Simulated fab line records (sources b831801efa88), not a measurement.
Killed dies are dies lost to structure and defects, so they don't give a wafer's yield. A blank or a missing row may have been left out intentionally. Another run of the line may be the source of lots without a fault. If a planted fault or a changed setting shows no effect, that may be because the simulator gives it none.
Matching of chambers ; flow sky130 ; SKY_FIELD_ISO_ETCH_17 on rie-si-01: 4 sister chambers
The step etches Si in HBr/Cl2/O2, target depth 342 nm, time 97.7 s. 7 wafers are shown with their chamber, then 7 later ones without.

== EACH WAFER AND ITS CHAMBER ==
wafer;chamber;oes-product-au (a.u.);throttle-valve-pct (%)
L673.5;3;0.979;25.667
L676.5;0;1.007;25.641
L679.3;1;0.986;25.644
L679.4;2;1.010;25.653
L679.5;2;1.007;25.663
L681.3;0;1.000;25.644
L681.5;1;0.995;25.667

== WAFERS WHOSE CHAMBER IS MISSING ==
wafer;oes-product-au (a.u.);throttle-valve-pct (%)
L681.6;1.005;25.632
L683.1;1.008;25.663
L683.2;0.998;25.644
L683.4;1.002;25.665
L687.1;0.993;25.667
L687.5;1.000;25.646
L687.6;0.982;25.665

== EACH ONE'S CHAMBER ==
wafer;from the rows above;in truth
L681.6;can't be placed: 0 or 2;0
L683.1;can't be placed: 2 or 0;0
L683.2;can't be placed: 0 or 1 or 2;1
L683.4;can't be placed: 2 or 0 or 1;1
L687.1;can't be placed: 1 or 3 or 0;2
L687.5;can't be placed: 0 or 2 or 1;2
L687.6;can't be placed: 3 or 1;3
Correct placement for 0 of the 7. Unplaceable from these rows: 7, with the true chamber sitting among the candidates in 6. Number placed wrongly: 0.
How it was worked out, from the rows above alone: a wafer's distance from a chamber is the root of the sum, over the readings, of the square of ((its reading less the chamber's mean) divided by the reading's scatter). If the next closest chamber is less than 2 further off than the closest, the wafer can't be placed; otherwise it belongs to the closest. For every chamber, the mean is computed from those of its wafers that are shown. The scatter: take each reading less its chamber's mean, square it, sum over the shown wafers, divide by the number of wafers less the number of chambers, and take the root.
